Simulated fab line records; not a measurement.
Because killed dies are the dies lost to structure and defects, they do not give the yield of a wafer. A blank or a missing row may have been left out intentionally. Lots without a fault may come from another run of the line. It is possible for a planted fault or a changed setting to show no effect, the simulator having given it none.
Which of the tools did it? + flow gf180mcu + 7 lots (21 wafers sampled), 1 step of a 602-step route

== WHAT THE GAUGES READ, wafer by wafer ==
GF_CONTACT_BOW_MEAS_05.
| lot  | measured     | on            | CONTACT_BOW (um) |
|------|--------------|---------------|------------------|
| L879 | day 15 09:20 | film-metro-04 | 61 60 77         |
| L882 | day 16 17:14 | film-metro-02 | 63 66 57         |
| L891 | day 19 22:53 | film-metro-01 | 53 75 65         |
| L894 | day 20 23:08 | film-metro-02 | 71 63 67         |
| L896 | day 22 07:32 | film-metro-01 | 56 71 65         |
| L899 | day 22 23:51 | film-metro-02 | 69 73 66         |
| L901 | day 23 10:55 | film-metro-02 | 58 65 58         |

== WHAT TOOL EACH LOT RAN ON (gives the tool, then ch and the chambers of the sampled wafers, and finally the start) ==
The record holds no process step before these readings.

== THE ANSWER, worked out from the rows above alone ==
Rule: the lots themselves supply what counts as usual. The widest of any qualifying gaps counts: lots, ordered by their means at a reading, are off when they make up no more than a third of the lots, leave a main group of 4 or more, and stand apart from it by 3 or more times the standard deviation of that group's means. A main group is skipped when, at the precision printed for the reading in the tables above, its means are all equal. Also off: a lot with no number at a reading for which 4 or more lots have one. The other lots that the step has rows for count as sound.
None of the lots is off at any reading shown; this tells nothing.

== WHAT WAS PUT IN BY THE SIMULATOR ==
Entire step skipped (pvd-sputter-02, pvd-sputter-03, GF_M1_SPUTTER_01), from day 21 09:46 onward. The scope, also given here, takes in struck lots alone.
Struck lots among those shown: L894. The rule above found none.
